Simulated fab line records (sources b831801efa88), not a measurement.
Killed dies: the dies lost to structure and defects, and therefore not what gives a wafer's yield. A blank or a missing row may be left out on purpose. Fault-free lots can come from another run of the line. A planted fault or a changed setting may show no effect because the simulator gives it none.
Comparing a struck lot with a sound one ; flow sky130 ; 15 out of 708 route steps
Sound: these wafers, L951.1, L951.5, L951.6. Struck: wafer L961.5 (L961.3, L961.4, from the same lot, were not struck and are left out); the cause is given at the end.
Each step with rows lists, per side, the tool, then ch with its chambers, then its first start. Under that, the readings that differ: sound wafers ; struck wafers ; difference of the means ; sigmas: that difference in standard deviations of wafers without a fault.
alike: a reading whose means differ by less than 2 such deviations, as well as words and numbers matching on both sides. not compared: withheld readings; readings where some wafer has no value; bounds like >300 that might hide an equal value; numbers whose values overlap and for which the record gives no deviation.
A row with sigmas, a row that says differs or no value, or rows on one side alone: a step with any of these is where the two part. When numbers do not overlap yet have no deviation, they are printed without sigmas and do not part them. A reading missing from all wafers of one side parts the sides only when that side holds two or more wafers.

first, 3 steps without rows for these wafers: SKY_METAL1_EXPOSE_12 (exposes mask MM1, target cd 140 nm); SKY_METAL1_PEB_13; SKY_METAL1_DEVELOP_14 (develop time 60 s).
SKY_METAL1_CD_MEAS_15 targets a cd of 140 nm.
  sound on cd_sem-01, day 36 16:04; struck on cd_sem-01, day 39 12:19
  alike: cd_nm
SKY_METAL1_OVL_MEAS_16:
  sound on overlay-02, day 36 16:11; struck on overlay-01, day 39 12:25
  alike: METAL1_OVL
SKY_METAL1_DESCUM_17: chemistry O2, time 8 s.
  sound on rie_metal-03 ch 0,1, day 36 16:14; struck on rie_metal-02 ch 1, day 39 12:27
reading;sound;struck;difference;sigmas
drypump_motor_current_A (A);6.1 6.4 6.1;5.3;-0.9;-2
  alike: oes_product_au, temp_c
  not compared: rf_hours_counter_h
SKY_METAL1_ETCH_18: etches BARC in N2/H2, stops on SiO2, time 45.9 s, target depth 60 nm.
  sound on rie_metal-03 ch 0,1, day 36 16:16; struck on rie_metal-02 ch 1, day 39 12:29
  alike: drypump_motor_current_A, oes_product_au, throttle_valve_pct
  not compared: rf_hours_counter_h
SKY_METAL1_METAL_ETCH_19: etches the open film in Cl2/BCl3, stops on SiO2, target depth 360 nm, time 78 s.
  sound on rie_metal-03 ch 0,1, day 36 16:20; struck on rie_metal-02 ch 1, day 39 12:34
reading;sound;struck;difference;sigmas
drypump_motor_current_A (A);6.1 6.4 6.1;5.3;-0.9;-2
  alike: mfc_cl2_sccm, oes_product_au, throttle_valve_pct
  not compared: rf_hours_counter_h
SKY_METAL1_STRIP_20: strips in O2/N2.
  sound on plasma_asher-03 ch 0,1, day 36 16:25; struck on plasma_asher-02 ch 1, day 39 12:40
reading;sound;struck;difference;sigmas
drypump_motor_current_A (A);6.7 6.5 6.7;5.0;-1.6;-2
  alike: o2_flow_sccm, oes_product_au, strip_time_to_endpoint_s
  not compared: rf_hours_counter_h
then, 3 steps without rows for these wafers: SKY_METAL1_STRIP_21 (strips in post etch residue remover, time 1200 s); SKY_METAL1_CLEAN_22 (cleans in IPA, time 180 s); SKY_METAL1_CLEAN_23 (cleans in O3/DIW).
SKY_VIA1_HDPCVD_00: deposits SiO2, target thk 1030 nm, time 171.7 s.
  sound on hdpcvd-01 ch 0,1, day 36 17:04; struck on hdpcvd-02 ch 0, day 39 13:18
reading;sound;struck;difference;sigmas
model.SiO2_of_VIA1_HDPCVD_00.thk_nm (nm);1025 1030 1041;791.3;-240.7;
SKY_VIA1_THK_MEAS_01:
  sound on film_metro-01, day 36 17:11; struck on film_metro-01, day 39 13:40
reading;sound;struck;difference;sigmas
VIA1_HDPCVD_THK (nm);1024 1030 1042;791;-241;-25
  not compared: hold
SKY_VIA1_CMP_02: polishes SiO2.
  sound on cmp-01 ch 2,3, day 36 17:17; struck on cmp-01 ch 1, day 39 18:57
reading;sound;struck;difference;sigmas
hold;- - -;await_dispo/5.2h/release;no value on the sound wafers;
  alike: motor_current_A

WHERE THEY PART
Last at SKY_VIA1_CMP_02 as far as this record goes, first at SKY_METAL1_DESCUM_17.

WHY: what had been put in by the simulator
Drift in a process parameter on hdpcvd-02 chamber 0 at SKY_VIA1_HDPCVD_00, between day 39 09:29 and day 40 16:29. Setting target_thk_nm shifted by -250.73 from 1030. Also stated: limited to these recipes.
